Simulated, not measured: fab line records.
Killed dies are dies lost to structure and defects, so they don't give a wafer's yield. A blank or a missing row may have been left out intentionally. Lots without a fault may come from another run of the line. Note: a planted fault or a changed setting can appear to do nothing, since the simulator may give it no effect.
Which of the tools did it? | flow sky130 | 12 lots with 36 wafers sampled at 5 steps, on a route of 708 steps

## WHAT THE GAUGES SHOWED, per wafer
The record holds no reading of a measuring or inspecting step that can be judged against a usual standard deviation.

## WHICH TOOL RAN EACH LOT (tool, then ch and the chambers of the sampled wafers, then the start)
lot  | SKY_VIA2_CMP_02               | SKY_VIA2_ETCH_15                  | SKY_VIA2_CVD_21              | SKY_METAL3_SPUTTER_00       | SKY_PAD_OPEN_PROBE_99
L446 | cmp-02 ch 0,3, day 35 07:26   | rieDiel-03 ch 0,1,3, day 36 09:38 | cvdW-02 ch 0,1, day 36 10:22 | pvdSputter-04, day 36 10:56 | -
L449 | cmp-02 ch 0,2, day 36 23:06   | rieDiel-03 ch 0,2,3, day 38 00:41 | cvdW-02 ch 0, day 38 01:24   | pvdSputter-01, day 38 02:01 | -
L452 | cmp-01 ch 1,2,3, day 37 16:23 | rieDiel-03 ch 0,3, day 38 17:24   | cvdW-02 ch 0, day 38 18:08   | pvdSputter-01, day 38 18:44 | prober-02, day 47 16:19
L453 | cmp-01 ch 0,1,2, day 37 20:08 | rieDiel-03 ch 0,2,3, day 38 21:42 | cvdW-02 ch 0,1, day 38 22:30 | pvdSputter-02, day 38 23:07 | -
L458 | cmp-02 ch 0,3, day 39 02:49   | rieDiel-01 ch 0,2,3, day 40 02:45 | cvdW-01 ch 0,1, day 40 03:28 | pvdSputter-02, day 40 04:05 | prober-01, day 48 18:21
L460 | cmp-02 ch 1,3, day 39 11:30   | rieDiel-01 ch 0,2,3, day 40 12:31 | cvdW-02 ch 0,1, day 40 13:16 | pvdSputter-04, day 40 13:53 | prober-01, day 49 01:58
L459 | cmp-02 ch 0,2,3, day 39 16:49 | rieDiel-02 ch 0,2,3, day 40 17:15 | cvdW-01 ch 0,1, day 40 18:00 | pvdSputter-02, day 40 18:37 | prober-02, day 49 04:20
L461 | cmp-02 ch 1,2, day 39 21:47   | rieDiel-02 ch 0,1,2, day 40 22:15 | cvdW-01 ch 0,1, day 40 23:02 | pvdSputter-04, day 40 23:39 | prober-01, day 49 09:22
L462 | cmp-02 ch 0,1, day 39 23:01   | rieDiel-03 ch 1,2, day 40 23:37   | cvdW-01 ch 0,1, day 41 00:25 | pvdSputter-01, day 41 01:01 | prober-02, day 49 11:05
L463 | cmp-02 ch 0,3, day 40 11:46   | rieDiel-01 ch 0,2,3, day 41 12:13 | cvdW-01 ch 0,1, day 41 12:58 | pvdSputter-04, day 41 13:35 | -
L464 | cmp-01 ch 1,2,3, day 40 17:20 | rieDiel-01 ch 0,2,3, day 41 17:43 | cvdW-02 ch 0,1, day 41 18:37 | pvdSputter-02, day 41 19:14 | -
L469 | cmp-01 ch 1,2, day 42 12:43   | rieDiel-03 ch 0,1,3, day 43 12:01 | cvdW-02 ch 0,1, day 43 12:45 | pvdSputter-04, day 43 13:22 | prober-01, day 51 05:02
- SKY_VIA2_CMP_02: polishes SiO2.
- SKY_VIA2_ETCH_15: etches SiO2 in C4F8/O2/Ar, stops on TiN, target depth 546 nm, time 84 s.
- SKY_VIA2_CVD_21: deposits W, target thk 420 nm, time 126.4 s.
- SKY_METAL3_SPUTTER_00: material Ti, target thk 15 nm, time 10 s.
- SKY_PAD_OPEN_PROBE_99

## WHAT THE TOOLS THEMSELVES READ (means of the sampled wafers that have a number; where no wafer has one, the mark that the record gives instead)
SKY_VIA2_CMP_02.
lot  | tool   | motorCurrentA (A)
L446 | cmp-02 | 11.6
L449 | cmp-02 | 10.7
L452 | cmp-01 | 12.4
L453 | cmp-01 | 12.2
L458 | cmp-02 | 11.0
L460 | cmp-02 | 11.4
L459 | cmp-02 | 11.0
L461 | cmp-02 | 11.1
L462 | cmp-02 | 12.2
L463 | cmp-02 | 11.7
L464 | cmp-01 | 12.1
L469 | cmp-01 | 12.7

SKY_VIA2_ETCH_15.
lot  | tool       | biasW (W) | oesProductAu (a.u.)
L446 | rieDiel-03 | 1200      | 0.936
L449 | rieDiel-03 | 1641      | 0.938
L452 | rieDiel-03 | 1639      | 0.941
L453 | rieDiel-03 | 1640      | 0.937
L458 | rieDiel-01 | 1201      | 0.944
L460 | rieDiel-01 | 1201      | 0.933
L459 | rieDiel-02 | 1200      | 0.939
L461 | rieDiel-02 | 1198      | 0.934
L462 | rieDiel-03 | 1198      | 0.935
L463 | rieDiel-01 | 1198      | 0.943
L464 | rieDiel-01 | 1199      | 0.938
L469 | rieDiel-03 | 1201      | 0.943

SKY_VIA2_CVD_21.
lot  | tool    | heaterPowerOuterW (W) | heaterPowerW (W)
L446 | cvdW-02 | 522                   | 865
L449 | cvdW-02 | 519                   | 924
L452 | cvdW-02 | 524                   | 905
L453 | cvdW-02 | 521                   | 873
L458 | cvdW-01 | 549                   | 937
L460 | cvdW-02 | 521                   | 887
L459 | cvdW-01 | 530                   | 923
L461 | cvdW-01 | 549                   | 952
L462 | cvdW-01 | 529                   | 916
L463 | cvdW-01 | 532                   | 897
L464 | cvdW-02 | 524                   | 889
L469 | cvdW-02 | 519                   | 846

SKY_METAL3_SPUTTER_00.
lot  | tool          | throttleValvePct (%)
L446 | pvdSputter-04 | 30.6
L449 | pvdSputter-01 | 30.1
L452 | pvdSputter-01 | 29.6
L453 | pvdSputter-02 | 30.9
L458 | pvdSputter-02 | 31.0
L460 | pvdSputter-04 | 31.1
L459 | pvdSputter-02 | 30.4
L461 | pvdSputter-04 | 31.8
L462 | pvdSputter-01 | 30.3
L463 | pvdSputter-04 | 31.5
L464 | pvdSputter-02 | 31.5
L469 | pvdSputter-04 | 32.2

SKY_PAD_OPEN_PROBE_99.
lot  | tool      | defectLimitedYield (%) | killed_at_M0_to_M3 | killed_at_M4_up | killedAtContacts | killedAtFrontEnd | killedAtOther | killedDies | killedOpen | killedShort | sort_bin_3_pad_short (%) | sort_bin_5_function (%) | sort_bin_6_memory (%) | sortNPass | sortYieldPct (%)
L452 | prober-02 | 83.2                   | 39                 | 3.7             | 25               | 14               | 0.7           | 83         | 44         | 38          | 1.5                      | 8.9                     | 6.3                   | 409       | 83.2
L458 | prober-01 | 81.7                   | 45                 | 3.0             | 26               | 15               | 0.7           | 90         | 50         | 39          | 0.5                      | 10.7                    | 7.0                   | 402       | 81.7
L460 | prober-01 | 83.0                   | 39                 | 3.0             | 26               | 15               | 0.0           | 84         | 43         | 40          | 1.0                      | 9.4                     | 6.6                   | 408       | 83.0
L459 | prober-02 | 82.0                   | 45                 | 5.3             | 23               | 16               | 0.0           | 89         | 44         | 44          | 0.9                      | 11.1                    | 6.0                   | 403       | 82.0
L461 | prober-01 | 83.3                   | 41                 | 4.0             | 22               | 16               | 0.0           | 82         | 46         | 36          | 0.6                      | 10.3                    | 5.8                   | 410       | 83.3
L462 | prober-02 | 83.1                   | 40                 | 0.3             | 25               | 17               | 0.3           | 83         | 45         | 38          | 0.3                      | 10.8                    | 5.8                   | 409       | 83.1
L469 | prober-01 | 84.4                   | 40                 | 3.0             | 22               | 12               | 0.0           | 77         | 40         | 37          | 0.7                      | 9.2                     | 5.7                   | 415       | 84.4

## THE ANSWER, worked out from the rows above alone
Rule: the usual values come from the lots themselves. Put in order of their means at a reading, lots are off if they are a third of the lots or fewer, leave a main group of 4 or more, and stand apart from it by a gap of 3 or more times the standard deviation of the main group's means; of several such gaps the widest counts. If all means in a main group match to the digits the tables above print for the reading, that group is not used. A lot without any number at a reading at which 4 lots or more have one is off too. The other lots that the step has rows for count as sound. After the gauges, taken in route order, come the tools' own readings; for these a lot's mean is taken, as printed above. The first step at which some lot is off is used, and at that step the reading that is off furthest; a lot without a number counts as furthest.
Off at SKY_VIA2_ETCH_15 (biasW): L449, L452, L453. For the main group the mean is 1200 W and the standard deviation 1.3.
A tool fits if, at that step or a process step before it, it ran every lot that is off, and no sound lot after the first of them. No candidate that was tried fits.

## WHAT THE SIMULATOR PUT IN
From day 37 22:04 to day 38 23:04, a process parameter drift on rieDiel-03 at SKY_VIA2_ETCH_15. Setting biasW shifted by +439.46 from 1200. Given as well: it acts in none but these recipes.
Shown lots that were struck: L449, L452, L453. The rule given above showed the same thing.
